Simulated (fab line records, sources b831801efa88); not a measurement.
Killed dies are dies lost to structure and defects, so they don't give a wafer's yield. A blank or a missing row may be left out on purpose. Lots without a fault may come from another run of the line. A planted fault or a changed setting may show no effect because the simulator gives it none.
Problem report in the 8D (eight disciplines) form, filled by code | flow sfq_line | the parts of the form that need people (team, actions taken, sign-off) are left out

1. THE PROBLEM
thk_nm at SFQ_TRILAYER_I4_METRO_MEASURE_101 reads a mean of 218.8 nm on 4 wafers of 3 lots; wafers without a fault read 199.8 nm with a standard deviation of 1.2. That is +16 standard deviations from the usual mean.
First seen on wafer L764.2, day 54 11:08, on film_metro-04. The record holds 44 wafers of 15 lots with a number at this step. Rule for "out", or "out of limits": more than 4 standard deviations from the usual mean. The other wafers with a number count as sound.

2. WHAT IT IS AND WHAT IT IS NOT
question                    | is                             | is not
which readings at this step | thk_nm                         | -
which lots                  | L764, L765, L766               | L751, L752, L753, L754, L755, L756, L769, L770, L771, L772, L773, L774
which wafers of those lots  | L764.2, L764.5, L765.2, L766.2 | L764.1, L765.3, L766.1, L766.3
read on which tools         | film_metro-03, film_metro-04   | film_metro-01
when                        | from day 54 11:08              | up to then (19 sound wafers); but 21 sound wafers of L765, L766, L769, L770, L771, L772, L773, L774 came after

3. SUSPECTS, AND WHAT RULES EACH OUT
Counting: a tool at a process step up to the reading stays a suspect if it ran every lot that is out. Sound lots after the first of them don't rule it out here, since some wafers of a struck lot are sound.
- cmp-02 at SFQ_TRILAYER_I4_CMP_CMP_100 (polishes SiO2): kept. It ran every lot that is out, first L764 (day 54 08:01); its last sound lot up to then is L756 (day 51 13:09).
Left after counting: cmp-02 at SFQ_TRILAYER_I4_CMP_CMP_100.

4. THE CAUSE (what the simulator had put in)
Process parameter drift: cmp-02, from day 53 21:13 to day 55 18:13, at SFQ_TRILAYER_I4_CMP_CMP_100. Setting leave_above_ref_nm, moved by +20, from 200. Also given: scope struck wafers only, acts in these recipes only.
Counting left only this tool.

5. THE CHAIN OF EFFECTS, in route order
Each row: a reading whose mean over the struck wafers that have a number lies more than 3 standard deviations from the usual. Only readings for which the record gives a usual standard deviation are gone through. hours: the time from each lot's start at the first step in this table that gives one to its start at this step, as a median over the lots. sigmas: the change in usual standard deviations.
hours | step                                  | reading        | usual      | on struck wafers | change | sigmas
0     | SFQ_TRILAYER_I4_METRO_MEASURE_101     | thk_nm         | 199.8 nm   | 218.8            | +18.9  | +16
102   | SFQ_TRILAYER_I4_VIA_ETCH_VIA_ETCH_106 | oes_product_au | 0.854 a.u. | 0.900            | +0.046 | +8.9
The process steps in it:
- SFQ_TRILAYER_I4_METRO_MEASURE_101
- SFQ_TRILAYER_I4_VIA_ETCH_VIA_ETCH_106: etches SiO2 in CHF3, stops on Nb, target depth 260 nm.
Later measuring or inspecting steps at which every struck wafer that the step has a row for has a number for every such reading, and none has moved that far: SFQ_I6_OVL_MEAS_942.

6. WHAT WOULD HAVE CAUGHT IT SOONER
In this record the first reading out of limits was taken at day 54 11:08, 14 hours after the fault began at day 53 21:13.
Of the tool readings at SFQ_TRILAYER_I4_CMP_CMP_100 for which the record gives a usual standard deviation, none was out on any struck wafer, so an alarm limit of 4 standard deviations on them would not have fired.
Of the lots that are out (3), L765, L766 began SFQ_TRILAYER_I4_CMP_CMP_100 on cmp-02 after day 54 11:08. A hold on the tool at that time would have spared those 2.
